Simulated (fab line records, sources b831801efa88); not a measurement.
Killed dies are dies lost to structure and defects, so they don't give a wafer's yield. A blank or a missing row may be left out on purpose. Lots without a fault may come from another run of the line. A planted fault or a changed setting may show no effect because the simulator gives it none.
Which tool did it? | flow sky130 | 11 lots, 33 wafers sampled, at 5 steps of a route of 708

WHAT THE GAUGES READ, wafer by wafer
SKY_METAL2_RS_MEAS_05: measures by four-point-probe.
lot  | measured     | on            | METAL2_ALCU_RS (ohm/sq)
L722 | day 35 00:02 | film_metro-01 | 0.1253 0.1259 0.1260
L723 | day 35 07:54 | film_metro-01 | 0.1260 0.1259 0.1257
L724 | day 35 14:27 | film_metro-01 | 0.1267 0.1264 0.1260
L725 | day 35 19:44 | film_metro-01 | 0.1295 0.1355 0.1300
L726 | day 36 06:32 | film_metro-02 | 0.1328 0.1284 0.1283
L727 | day 36 14:24 | film_metro-03 | 0.1274 0.1254 0.1276
L728 | day 37 05:05 | film_metro-01 | 0.1284 0.1339 0.1281
L736 | day 39 06:33 | film_metro-03 | 0.1273 0.1256 0.1260
L738 | day 39 12:35 | film_metro-03 | 0.1276 0.1276 0.1260
L739 | day 39 21:42 | film_metro-02 | 0.1292 0.1281 0.1284
L740 | day 40 10:17 | film_metro-03 | 0.1266 0.1265 0.1261

WHICH TOOL RAN EACH LOT (tool, then ch and the chambers of the sampled wafers, then the start)
lot  | SKY_VIA1_SPUTTER_20          | SKY_VIA1_CVD_21               | SKY_METAL2_SPUTTER_02        | SKY_METAL2_SPUTTER_04
L722 | pvd_sputter-01, day 34 23:15 | cvd_w-02 ch 0,1, day 34 23:19 | pvd_sputter-04, day 34 23:56 | pvd_sputter-04, day 34 23:58
L723 | pvd_sputter-02, day 35 07:08 | cvd_w-01 ch 0,1, day 35 07:11 | pvd_sputter-04, day 35 07:49 | pvd_sputter-04, day 35 07:51
L724 | pvd_sputter-01, day 35 13:37 | cvd_w-02 ch 0,1, day 35 13:43 | pvd_sputter-04, day 35 14:18 | pvd_sputter-04, day 35 14:20
L725 | pvd_sputter-02, day 35 18:58 | cvd_w-02 ch 0,1, day 35 19:02 | pvd_sputter-04, day 35 19:39 | pvd_sputter-04, day 35 19:41
L726 | pvd_sputter-02, day 36 05:44 | cvd_w-02 ch 0,1, day 36 05:49 | pvd_sputter-04, day 36 06:26 | pvd_sputter-04, day 36 06:28
L727 | pvd_sputter-03, day 36 13:38 | cvd_w-01 ch 0,1, day 36 13:41 | pvd_sputter-01, day 36 14:19 | pvd_sputter-01, day 36 14:21
L728 | pvd_sputter-03, day 37 04:16 | cvd_w-02 ch 0,1, day 37 04:21 | pvd_sputter-04, day 37 04:56 | pvd_sputter-04, day 37 04:59
L736 | pvd_sputter-03, day 39 05:46 | cvd_w-01 ch 1, day 39 05:49   | pvd_sputter-01, day 39 06:26 | pvd_sputter-01, day 39 06:29
L738 | pvd_sputter-03, day 39 11:47 | cvd_w-01 ch 0,1, day 39 11:51 | pvd_sputter-04, day 39 12:28 | pvd_sputter-04, day 39 12:31
L739 | pvd_sputter-02, day 39 20:55 | cvd_w-01 ch 0,1, day 39 20:59 | pvd_sputter-04, day 39 21:36 | pvd_sputter-04, day 39 21:39
L740 | pvd_sputter-02, day 40 09:26 | cvd_w-01 ch 0, day 40 09:29   | pvd_sputter-02, day 40 10:12 | pvd_sputter-02, day 40 10:14
- SKY_VIA1_SPUTTER_20: material TiN, target thk 20 nm, time 80 s.
- SKY_VIA1_CVD_21: deposits W, target thk 270 nm, time 80.902 s.
- SKY_METAL2_SPUTTER_02: material AlCu, target thk 250 nm, time 13.3 s.
- SKY_METAL2_SPUTTER_04: material TiN, target thk 70 nm, time 58.3 s.

THE ANSWER, worked out from the rows above alone
Rule: what is usual is taken from the lots themselves. Put in order of their means at a reading, lots are off if they are a third of the lots or fewer, leave a main group of 4 or more, and stand apart from it by a gap of 3 or more times the standard deviation of the main group's means; of several such gaps the widest counts. A main group whose means are all the same, to the digits that the tables above print for the reading, isn't used. A lot without any number at a reading at which 4 lots or more have one is off too. The other lots that the step has rows for count as sound.
No lot is off at any reading shown: from this, nothing can be told.

WHAT THE SIMULATOR HAD PUT IN
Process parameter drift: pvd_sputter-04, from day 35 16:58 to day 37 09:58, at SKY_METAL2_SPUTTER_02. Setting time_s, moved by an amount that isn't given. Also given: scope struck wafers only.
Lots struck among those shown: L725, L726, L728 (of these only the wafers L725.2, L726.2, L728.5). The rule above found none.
